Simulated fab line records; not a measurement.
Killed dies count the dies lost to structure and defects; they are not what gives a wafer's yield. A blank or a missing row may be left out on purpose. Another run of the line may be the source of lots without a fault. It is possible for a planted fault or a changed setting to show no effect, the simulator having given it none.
What tool caused it?	flow gf180mcu	6 lots (18 wafers sampled), 1 step of a 602-step route

WHAT EACH GAUGE READ, for each wafer
GF_MIM_THK_MEAS_11: measures by xrf.
lot	measured	on	MIM_ALCU_THK (nm)
L582	day 25 12:19	film_metro-02	195.0 194.5 194.8
L584	day 25 19:40	film_metro-04	194.2 193.8 195.5
L588	day 26 23:34	film_metro-02	199.0 198.9 199.9
L590	day 27 08:05	film_metro-02	193.7 192.9 194.3
L592	day 28 06:59	film_metro-02	197.9 198.0 197.1
L602	day 31 03:37	film_metro-02	198.5 195.7 197.7

WHICH TOOL RAN EACH LOT (tool, then ch and the chambers of the sampled wafers, then the start)
Record: no process step prior to these readings.

THE ANSWER, worked out from the rows above alone
Rule: what is usual is taken from the lots themselves. Put in order of their means at a reading, lots are off if they are a third of the lots or fewer, leave a main group of 4 or more, and stand apart from it by a gap of 3 or more times the standard deviation of the main group's means; of several such gaps the widest counts. A main group whose means are all the same, to the digits that the tables above print for the reading, isn't used. A lot without any number at a reading at which 4 lots or more have one is off too. Any other lot the step has rows for is counted as sound.
Across all readings shown, no lot is off: no conclusion can be drawn from this.

WHAT THE SIMULATOR HAD INSERTED
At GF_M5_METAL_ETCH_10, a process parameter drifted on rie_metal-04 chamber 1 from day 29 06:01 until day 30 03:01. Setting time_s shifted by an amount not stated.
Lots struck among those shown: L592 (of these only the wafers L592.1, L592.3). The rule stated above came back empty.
